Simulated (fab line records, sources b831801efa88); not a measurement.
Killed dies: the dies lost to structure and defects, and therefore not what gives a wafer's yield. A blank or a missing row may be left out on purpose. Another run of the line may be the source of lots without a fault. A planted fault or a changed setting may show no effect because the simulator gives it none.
A single fault, viewed from 2 desks :: flow gf180mcu :: numbers are kept per desk, each desk with only its own; the story behind them comes last

DESK OF THE TOOL OWNER: implanter-03
The tool's own readings at GF_MVPSD_IMPLANT_09, given as means over the sampled wafers that have a number, one for each lot that went through this tool. If a lot's mean is further than 4 standard deviations from the usual mean, the lot is out of limits and carries the mark OUT (the distance appears in the brackets).
Columns: A = dose ions cm2 at GF_MVPSD_IMPLANT_09, usual 5e+12; B = faraday current uA at GF_MVPSD_IMPLANT_09, usual 28.2
lot: L791
first seen here: day 5 11:52
A: 5e+12
B: 27.9

lot: L795
first seen here: day 6 10:45
A: 5e+12
B: 28.6

lot: L802
first seen here: day 8 05:10
A: 8e+12 (+99 or more) OUT
B: 45.0 (+32) OUT

lot: L804
first seen here: day 9 03:41
A: 8e+12 (+99 or more) OUT
B: 45.4 (+32) OUT
This desk's finding: out of limits on L802, L804; first on L802, day 8 05:10 (dose ions cm2 at GF_MVPSD_IMPLANT_09). Within limits: L791, L795.

THE METROLOGY DESK
What the gauges read for every lot (on any tool): the sampled wafers with a number, averaged. If a lot's mean is further than 4 standard deviations from the usual mean, the lot is out of limits and carries the mark OUT (the distance appears in the brackets).
Columns: A = MVPSD_TW at GF_MVPSD_TW_MEAS_11, usual 556; B = MVPSD_RS at GF_VT_IMPLANT_RS_MEAS_49, usual 1169 ohm/sq; C = V1_W_RS at GF_V1_RS_MEAS_24, usual 0.328 ohm/sq; D = M4_ALCU_THK at GF_M4_THK_MEAS_06, usual 446 nm
lot: L789
first seen here: day 5 00:20
A: 553
B: 1173
C: 0.322
D: 449

lot: L790
first seen here: day 5 06:26
A: 547
B: 1173
C: 0.326
D: 448

lot: L791
first seen here: day 5 12:07
A: 558
B: 1170
C: 0.328
D: 447

lot: L792
first seen here: day 5 16:56
A: 557
B: 1166
C: 0.326
D: 449

lot: L793
first seen here: day 6 01:08
A: 562
B: 1162
C: 0.327
D: 446

lot: L794
first seen here: day 6 04:02
A: 564
B: 1161
C: 0.332
D: 446

lot: L795
first seen here: day 6 10:59
A: 552
B: 1169
C: 0.327
D: 443

lot: L802
first seen here: day 8 05:25
A: 577 (+4.1) OUT
B: 1061 (-31) OUT
C: 0.332
D: 449

lot: L804
first seen here: day 9 03:54
A: 575
B: 1063 (-30) OUT
C: 0.327
D: 443

lot: L808
first seen here: day 10 01:06
A: 554
B: 1167
C: 0.325
D: 443

lot: L810
first seen here: day 10 09:50
A: 554
B: 1167
C: 0.328
D: 444

lot: L812
first seen here: day 10 18:14
A: 560
B: 1169
C: 0.331
D: 446

lot: L811
first seen here: day 10 20:39
A: 553
B: 1174
C: 0.329
D: 442
Finding of this desk: L802, L804 out of limits, first seen on L802 at day 8 05:25 (MVPSD_TW at GF_MVPSD_TW_MEAS_11). Within limits: L789, L790, L791, L792, L793, L794, L795, L808, L810, L812, L811.

BROUGHT TOGETHER
The tool owner's desk had the chance to raise an alarm at day 8 05:10 on L802, L804.
On L802, L804, the metrology desk was in a position to raise an alarm at day 8 05:25.
GF_MVPSD_IMPLANT_09 was run on implanter-03 by each of the lots named.

WHAT THE SIMULATOR HAD INSERTED
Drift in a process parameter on implanter-03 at GF_MVPSD_IMPLANT_09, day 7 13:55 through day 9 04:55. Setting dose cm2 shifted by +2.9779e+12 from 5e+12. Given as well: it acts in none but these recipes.
Struck lots among those shown: L802, L804.
Fault start to first reading out of limits, in hours, per desk: tool owner, 15; metrology, 16.
